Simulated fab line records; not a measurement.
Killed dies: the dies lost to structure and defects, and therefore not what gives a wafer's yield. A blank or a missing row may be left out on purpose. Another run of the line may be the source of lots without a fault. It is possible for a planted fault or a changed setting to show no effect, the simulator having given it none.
Which of the tools did it? / flow sky130 / 12 lots with 36 wafers sampled at 2 steps, on a route of 708 steps

WHAT THE GAUGES SHOWED, per wafer
SKY_SONOS_ONO_THK_MEAS_01. Usual: SONOS_ONO_OXIDATION_THK typically reads 2.61 nm, with standard deviation 0.057.
lot=L778; measured=day 11 15:35; on=film_metro-04; SONOS_ONO_OXIDATION_THK (nm)=2.53 2.63 2.56; flag=
lot=L779; measured=day 12 06:28; on=film_metro-02; SONOS_ONO_OXIDATION_THK (nm)=2.54 2.56 2.59; flag=
lot=L780; measured=day 12 06:26; on=film_metro-04; SONOS_ONO_OXIDATION_THK (nm)=2.54 2.57 2.53; flag=
lot=L781; measured=day 12 14:24; on=film_metro-01; SONOS_ONO_OXIDATION_THK (nm)=2.63 2.67 2.54; flag=
lot=L782; measured=day 12 20:02; on=film_metro-04; SONOS_ONO_OXIDATION_THK (nm)=2.61 2.63 2.68; flag=
lot=L783; measured=day 13 03:10; on=film_metro-04; SONOS_ONO_OXIDATION_THK (nm)=2.56 2.52 2.52; flag=
lot=L785; measured=day 13 20:38; on=film_metro-04; SONOS_ONO_OXIDATION_THK (nm)=2.68 2.72 2.65; flag=
lot=L786; measured=day 13 22:55; on=film_metro-04; SONOS_ONO_OXIDATION_THK (nm)=2.60 2.59 2.63; flag=
lot=L787; measured=day 14 07:02; on=film_metro-04; SONOS_ONO_OXIDATION_THK (nm)=2.53 2.58 2.57; flag=
lot=L792; measured=day 16 01:01; on=film_metro-04; SONOS_ONO_OXIDATION_THK (nm)=1.93 1.93 1.90; flag=OFF
lot=L793; measured=day 16 10:49; on=film_metro-02; SONOS_ONO_OXIDATION_THK (nm)=1.99 1.88 1.90; flag=OFF
lot=L800; measured=day 18 20:58; on=film_metro-02; SONOS_ONO_OXIDATION_THK (nm)=2.53 2.54 2.66; flag=

TOOL THAT RAN EACH LOT (tool first, then ch and the chambers of the sampled wafers, then the start)
lot=L778; SKY_SONOS_ONO_OXIDATION_00=furnace-02 ch 0, day 11 14:14
lot=L779; SKY_SONOS_ONO_OXIDATION_00=furnace-01 ch 0, day 12 05:06
lot=L780; SKY_SONOS_ONO_OXIDATION_00=furnace-01 ch 0, day 12 05:06
lot=L781; SKY_SONOS_ONO_OXIDATION_00=furnace-02 ch 0, day 12 13:03
lot=L782; SKY_SONOS_ONO_OXIDATION_00=furnace-01 ch 0, day 12 18:41
lot=L783; SKY_SONOS_ONO_OXIDATION_00=furnace-01 ch 0, day 13 01:49
lot=L785; SKY_SONOS_ONO_OXIDATION_00=furnace-01 ch 0, day 13 19:16
lot=L786; SKY_SONOS_ONO_OXIDATION_00=furnace-02 ch 0, day 13 21:34
lot=L787; SKY_SONOS_ONO_OXIDATION_00=furnace-02 ch 0, day 14 05:41
lot=L792; SKY_SONOS_ONO_OXIDATION_00=furnace-01 ch 0, day 15 23:40
lot=L793; SKY_SONOS_ONO_OXIDATION_00=furnace-01 ch 0, day 16 09:28
lot=L800; SKY_SONOS_ONO_OXIDATION_00=furnace-02 ch 0, day 18 19:36
- SKY_SONOS_ONO_OXIDATION_00: stabilise 600 s, purge 300 s, target thk 2.6 nm.

WHAT THE TOOLS THEMSELVES READ (means of the sampled wafers that have a number; where no wafer has one, the mark that the record gives instead)
SKY_SONOS_ONO_OXIDATION_00. Usual: ramp_down_c_per_min 3.0000, standard deviation 0.00053; spike_tc_bottom_C 820.0 C, standard deviation 1.3; spike_tc_centre_C 800.2 C, standard deviation 1; spike_tc_lower_C 799.0 C, standard deviation 1.6; spike_tc_top_C 814.9 C, standard deviation 1; spike_tc_upper_C 800.4 C, standard deviation 0.99; tube_center_temp_C 800 C, standard deviation 0.068; tube_center_temp_C_max 802.1, standard deviation 0.35.
lot=L778; tool=furnace-02; ramp_down_c_per_min=2.9999; spike_tc_bottom_C (C)=818.2; spike_tc_centre_C (C)=799.3; spike_tc_lower_C (C)=801.2; spike_tc_top_C (C)=814.7; spike_tc_upper_C (C)=800.2; tube_center_temp_C (C)=800; tube_center_temp_C_max=802.1; flag=
lot=L779; tool=furnace-01; ramp_down_c_per_min=3.0000; spike_tc_bottom_C (C)=820.6; spike_tc_centre_C (C)=799.9; spike_tc_lower_C (C)=798.3; spike_tc_top_C (C)=814.1; spike_tc_upper_C (C)=800.6; tube_center_temp_C (C)=800; tube_center_temp_C_max=801.8; flag=
lot=L780; tool=furnace-01; ramp_down_c_per_min=3.0003; spike_tc_bottom_C (C)=822.0; spike_tc_centre_C (C)=799.1; spike_tc_lower_C (C)=798.2; spike_tc_top_C (C)=814.8; spike_tc_upper_C (C)=800.1; tube_center_temp_C (C)=800; tube_center_temp_C_max=802.1; flag=
lot=L781; tool=furnace-02; ramp_down_c_per_min=2.9998; spike_tc_bottom_C (C)=819.0; spike_tc_centre_C (C)=800.3; spike_tc_lower_C (C)=801.2; spike_tc_top_C (C)=814.9; spike_tc_upper_C (C)=800.8; tube_center_temp_C (C)=800; tube_center_temp_C_max=802.0; flag=
lot=L782; tool=furnace-01; ramp_down_c_per_min=3.0001; spike_tc_bottom_C (C)=820.2; spike_tc_centre_C (C)=799.7; spike_tc_lower_C (C)=797.7; spike_tc_top_C (C)=815.7; spike_tc_upper_C (C)=799.7; tube_center_temp_C (C)=800; tube_center_temp_C_max=802.0; flag=
lot=L783; tool=furnace-01; ramp_down_c_per_min=2.9996; spike_tc_bottom_C (C)=820.6; spike_tc_centre_C (C)=800.9; spike_tc_lower_C (C)=798.4; spike_tc_top_C (C)=814.9; spike_tc_upper_C (C)=800.0; tube_center_temp_C (C)=800; tube_center_temp_C_max=802.1; flag=
lot=L785; tool=furnace-01; ramp_down_c_per_min=3.0002; spike_tc_bottom_C (C)=820.4; spike_tc_centre_C (C)=800.0; spike_tc_lower_C (C)=798.5; spike_tc_top_C (C)=813.9; spike_tc_upper_C (C)=799.6; tube_center_temp_C (C)=800; tube_center_temp_C_max=801.9; flag=
lot=L786; tool=furnace-02; ramp_down_c_per_min=2.9997; spike_tc_bottom_C (C)=818.4; spike_tc_centre_C (C)=800.5; spike_tc_lower_C (C)=800.5; spike_tc_top_C (C)=814.6; spike_tc_upper_C (C)=800.8; tube_center_temp_C (C)=800; tube_center_temp_C_max=802.4; flag=
lot=L787; tool=furnace-02; ramp_down_c_per_min=3.0004; spike_tc_bottom_C (C)=819.0; spike_tc_centre_C (C)=800.0; spike_tc_lower_C (C)=802.2; spike_tc_top_C (C)=815.5; spike_tc_upper_C (C)=799.3; tube_center_temp_C (C)=800; tube_center_temp_C_max=801.9; flag=
lot=L792; tool=furnace-01; ramp_down_c_per_min=3.0002; spike_tc_bottom_C (C)=796.6; spike_tc_centre_C (C)=777.0; spike_tc_lower_C (C)=775.5; spike_tc_top_C (C)=792.0; spike_tc_upper_C (C)=777.5; tube_center_temp_C (C)=777; tube_center_temp_C_max=778.9; flag=OFF
lot=L793; tool=furnace-01; ramp_down_c_per_min=2.9998; spike_tc_bottom_C (C)=798.5; spike_tc_centre_C (C)=776.7; spike_tc_lower_C (C)=774.8; spike_tc_top_C (C)=793.0; spike_tc_upper_C (C)=777.8; tube_center_temp_C (C)=777; tube_center_temp_C_max=778.9; flag=OFF
lot=L800; tool=furnace-02; ramp_down_c_per_min=3.0005; spike_tc_bottom_C (C)=818.5; spike_tc_centre_C (C)=799.2; spike_tc_lower_C (C)=801.0; spike_tc_top_C (C)=815.1; spike_tc_upper_C (C)=799.8; tube_center_temp_C (C)=800; tube_center_temp_C_max=802.0; flag=

THE ANSWER, worked out from the rows above alone
Rule: a lot is off if the mean of its wafers that have a number lies more than 3 standard deviations from the usual mean. Also off: a lot with no number at a reading for which 4 or more lots have one. Where the step has rows for the other lots, those lots are counted as sound. Order of review: gauges by route order, followed by the tools' own readings, for which a lot's mean as printed above is used. At the first step where some lot is off, the reading lying furthest off is the one used; lots without a number count as furthest.
Off: at SKY_SONOS_ONO_THK_MEAS_01 (SONOS_ONO_OXIDATION_THK), L792, L793.
A tool fits if, at a process step before that reading, it ran every lot that is off, and no sound lot after the first of them. The gauges at SKY_SONOS_ONO_THK_MEAS_01 aren't tried: what is off there is off at SKY_SONOS_ONO_OXIDATION_00 too, on other tools, and a gauge's error can't cause that. One fits: SKY_SONOS_ONO_OXIDATION_00 on furnace-01. Its last sound lot is L785 (day 13 19:16), its first lot that is off L792 (day 15 23:40): a fault that began between those two fits.
The tool's own readings at SKY_SONOS_ONO_OXIDATION_00 bear it out: on the lots that are off they differ by more than 5 times the standard deviation of the sound lots' means. spike_tc_bottom_C reads 797.5 C there against 819.7 C on the sound lots; spike_tc_centre_C reads 776.9 C there against 799.9 C on the sound lots; spike_tc_lower_C reads 775.1 C there against 799.7 C on the sound lots; spike_tc_top_C reads 792.5 C there against 814.8 C on the sound lots; spike_tc_upper_C reads 777.6 C there against 800.1 C on the sound lots; tube_center_temp_C reads 777 C there against 800 C on the sound lots; tube_center_temp_C_max reads 778.9 there against 802.0 on the sound lots.

WHAT THE SIMULATOR HAD INSERTED
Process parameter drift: furnace-01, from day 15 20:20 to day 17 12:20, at SKY_SONOS_ONO_OXIDATION_00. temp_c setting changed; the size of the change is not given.
Struck lots among those shown: L792, L793. The rule above reached the same finding.
